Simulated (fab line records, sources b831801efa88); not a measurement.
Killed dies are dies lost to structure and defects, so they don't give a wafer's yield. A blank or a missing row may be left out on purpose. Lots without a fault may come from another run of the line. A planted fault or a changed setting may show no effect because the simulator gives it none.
A struck lot beside a sound one | flow sky130 | 19 steps out of a route of 708
Sound: wafers L881.2, L881.3, L881.6. Struck: wafers L892.1, L892.4, L892.5. The cause comes at the end.
At each step with rows: each side's tool, then ch and its chambers, then its first start. Under that, the readings that differ: sound wafers | struck wafers | difference of the means | sigmas: that difference in standard deviations of wafers without a fault.
alike: readings whose means differ by less than 2 such deviations, and words and numbers that are the same on both sides. not compared: withheld readings, readings that some wafer has no value for, bounds like >300 that may hide the same value, and numbers for which the record gives no deviation and whose values overlap.
The two part at a step that has a row with sigmas, a row that says differs or no value, or rows on one side only. Numbers that don't overlap but have no deviation are shown without sigmas and don't part them. A reading that every wafer of one side lacks parts them only if that side has two wafers or more.

first, 1 step without rows for these wafers: SKY_VIA1_ETCH_15 (etches SiO2 in C4F8/O2/Ar, stops on TiN, target depth 351 nm, time 54 s).
SKY_VIA1_STRIP_16: strips in O2/N2.
  sound on plasma_asher-02 ch 0, day 34 14:23; struck on plasma_asher-01 ch 0,1, day 38 07:17
  alike: chamber_pressure_mTorr, drypump_motor_current_A, oes_product_au, strip_time_to_endpoint_s
  not compared: rf_hours_counter_h
then, 5 steps without rows for these wafers: SKY_VIA1_STRIP_17 (strips in post etch residue remover, time 1200 s); SKY_VIA1_CLEAN_18 (cleans in IPA, time 180 s); SKY_VIA1_CLEAN_19 (cleans in O3/DIW); SKY_VIA1_SPUTTER_20 (material TiN, target thk 20 nm, time 80 s); SKY_VIA1_CVD_21 (deposits W, target thk 270 nm, time 80.902 s).
SKY_VIA1_RS_MEAS_22: measures by four-point-probe.
  sound on film_metro-03, day 34 15:10; struck on film_metro-01, day 38 08:02
  alike: VIA1_W_RS
SKY_VIA1_THK_MEAS_23: measures by xrf.
  sound on film_metro-03, day 34 15:16; struck on film_metro-01, day 38 08:09
  alike: VIA1_W_THK
SKY_VIA1_CMP_24: polishes, stops on SiO2, t overpolish 15 s, target thk 0 nm.
  sound on cmp-02 ch 0,2,3, day 34 15:25; struck on cmp-02 ch 1,3, day 38 08:16
  alike: motor_current_A, overpolish_run_s, platen_rpm, time_to_endpoint_s
SKY_METAL2_SPUTTER_00: material Ti, target thk 15 nm, time 10 s.
  sound on pvd_sputter-02, day 34 15:37; struck on pvd_sputter-02, day 38 08:31
  alike: throttle_valve_pct
SKY_METAL2_SPUTTER_01: material TiN, target thk 20 nm, time 16.7 s.
  sound on pvd_sputter-02, day 34 15:39; struck on pvd_sputter-02, day 38 08:32
  alike: throttle_valve_pct
SKY_METAL2_SPUTTER_02: material AlCu, target thk 250 nm, time 13.3 s.
  sound on pvd_sputter-02, day 34 15:40; struck on pvd_sputter-02, day 38 08:34
  reading                                     | sound           | struck            | difference | sigmas
  model.AlCu_of_METAL2_SPUTTER_02.thk_nm (nm) | 248.9 247.9 246 | 229.8 234.1 228.4 | -16.8      |
  alike: throttle_valve_pct
then, 1 step without rows for these wafers: SKY_METAL2_SPUTTER_03 (material Ti, target thk 5 nm, time 3.3 s).
SKY_METAL2_SPUTTER_04: material TiN, target thk 70 nm, time 58.3 s.
  sound on pvd_sputter-02, day 34 15:43; struck on pvd_sputter-02, day 38 08:36
  alike: throttle_valve_pct
SKY_METAL2_RS_MEAS_05: measures by four-point-probe.
  sound on film_metro-03, day 34 15:47; struck on film_metro-01, day 38 08:39
  reading                 | sound                | struck               | difference | sigmas
  METAL2_ALCU_RS (ohm/sq) | 0.1273 0.1275 0.1287 | 0.1386 0.1355 0.1389 | +0.0098    | +7
SKY_METAL2_THK_MEAS_06: measures by xrf.
  sound on film_metro-03, day 34 15:53; struck on film_metro-01, day 38 08:46
  reading              | sound       | struck      | difference | sigmas
  METAL2_ALCU_THK (nm) | 248 248 246 | 227 231 226 | -19        | -6
then, 1 step without rows for these wafers: SKY_METAL2_DEHYDRATE_07 (time 60 s).
-- the record jumps here: 11 days lie between the struck wafers' starts before and after (it left off in module METAL2 and takes up again in module PAD_OPEN, whose first step shown is number 708 of the route) --
SKY_PAD_OPEN_PROBE_99:
  sound on prober-02, day 46 05:10; struck on prober-01, day 49 03:02
  reading                      | sound                | struck               | difference | sigmas
  model.etest.met2.line_ohm_um | 0.9262 0.8812 0.9342 | 0.9406 0.9925 1.012  | +0.0678    |
  model.etest.met2.rs_ohm_sq   | 0.1294 0.1307 0.1304 | 0.1387 0.1369 0.1406 | +0.0086    |
  alike: defect_limited_yield, killed_at_M0_to_M3, killed_at_M4_up, killed_at_contacts, killed_at_front_end, killed_at_other, killed_dies, killed_open, killed_short, sort_bin_3_pad_short, sort_bin_5_function, sort_bin_6_memory, sort_n_pass, sort_yield_pct

WHERE THEY PART
First at SKY_METAL2_RS_MEAS_05; last, within this record, at SKY_METAL2_THK_MEAS_06. Later steps at which nothing parts them and some readings are alike: SKY_PAD_OPEN_PROBE_99.

WHY: what the simulator had put in
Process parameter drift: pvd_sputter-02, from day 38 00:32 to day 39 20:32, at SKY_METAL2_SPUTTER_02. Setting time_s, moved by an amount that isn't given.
